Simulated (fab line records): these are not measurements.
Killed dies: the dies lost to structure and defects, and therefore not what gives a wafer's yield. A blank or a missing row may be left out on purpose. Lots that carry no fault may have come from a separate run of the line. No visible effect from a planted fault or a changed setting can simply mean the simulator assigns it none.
8D (eight disciplines) problem report, filled in by code | flow sky130 | the parts of the form that need people (team, actions taken, sign-off) are left out

1. THE ISSUE
Wafers free of any fault read 1636 (standard deviation 16) for RES_XHIGH_TW at SKY_RES_XHIGH_TW_MEAS_09, against a mean of 1540 on 4 wafers of 3 lots. Relative to the usual mean, that is a shift of -6.0 standard deviations.
Seen first at day 32 20:34 on film metro-04, wafer L408.6. Wafers with a number at this step in the record: 33, from 12 lots. By rule, "out" or "out of limits" means more than 4 standard deviations away from the usual mean. The other wafers with a number count as sound.

2. WHAT IT IS AND WHAT IT IS NOT
question                    | is                             | is not
which readings at this step | RES_XHIGH_TW                   | -
which lots                  | L408, L409, L410               | L390, L394, L395, L396, L397, L398, L401, L411, L413
which wafers of those lots  | L408.6, L409.6, L410.5, L410.6 | L408.1, L409.1
read on which gauges        | film metro-02, film metro-04   | film metro-01
when                        | from day 32 20:34              | up to then (22 sound wafers); but 7 sound wafers of L409, L411, L413 came after

3. THE SUSPECTS, EACH WITH WHAT RULES IT OUT
Counting: a tool at a process step up to the reading stays a suspect if it ran every lot that is out. Sound lots after the first of them don't rule it out here, since some wafers of a struck lot are sound.
- the gauge at SKY_RES_XHIGH_TW_MEAS_09 has been ruled out. Those wafers that are out were read across 2 gauges (film metro-02, film metro-04).
- plasma asher-04 at SKY_LDD_HVN_STRIP_09 (strips in O2/N2): kept. It processed each lot that is out (first: L408, day 26 19:56); up to then, its last sound lot is L397 (day 23 00:23).
- implanter-03 at SKY_RES_XHIGH_IMPLANT_07: kept. It processed each lot that is out (first: L408, day 32 20:19); up to then, its last sound lot is L398 (day 29 06:16). Out on those wafers are its own readings of faraday current uA.
What counting leaves: plasma asher-04 at SKY_LDD_HVN_STRIP_09 and implanter-03 at SKY_RES_XHIGH_IMPLANT_07.

4. THE CAUSE (what the simulator had put in)
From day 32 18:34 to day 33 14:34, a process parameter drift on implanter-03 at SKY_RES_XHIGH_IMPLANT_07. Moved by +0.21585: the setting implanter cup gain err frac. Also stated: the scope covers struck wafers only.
2 suspects survive the count, and this tool is in that group.

5. SEQUENCE OF EFFECTS, ordered by route
One row per reading whose mean, taken over the struck wafers that have a number, lies over 3 standard deviations from the usual. Only readings whose record carries a usual standard deviation are examined. hours: median over the lots of the time between each lot's start at the first step of this table that gives one and its start at this step. sigmas: the change, counted in usual standard deviations.
hours | step                     | reading            | usual        | on struck wafers | change | sigmas
0     | SKY_RES_XHIGH_IMPLANT_07 | beam on s          | 37.9 s       | 30.9             | -6.9   | -4.1
0     | SKY_RES_XHIGH_IMPLANT_07 | faraday current uA | 536          | 655              | +119   | +4.8
0     | SKY_RES_XHIGH_TW_MEAS_09 | RES_XHIGH_TW       | 1636         | 1540             | -96    | -6.0
28    | SKY_SD_N_RS_MEAS_18      | RES_XHIGH_RS       | 333.1 ohm/sq | 385.8            | +52.7  | +48
Process steps it contains:
- SKY_RES_XHIGH_IMPLANT_07

6. HOW IT WOULD HAVE BEEN CAUGHT EARLIER
The first out-of-limits reading at a measuring or inspecting step in this record came at day 32 20:34, 2 hours after the fault's start at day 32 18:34.
The tool's own readings at SKY_RES_XHIGH_IMPLANT_07 were out on every struck wafer that the step has a row for (faraday current uA): an alarm limit on them would have fired on the first of those.
Of the lots that are out (3), L409, L410 began SKY_RES_XHIGH_IMPLANT_07 on implanter-03 after day 32 20:34. A hold on the tool at that time would have spared those 2.
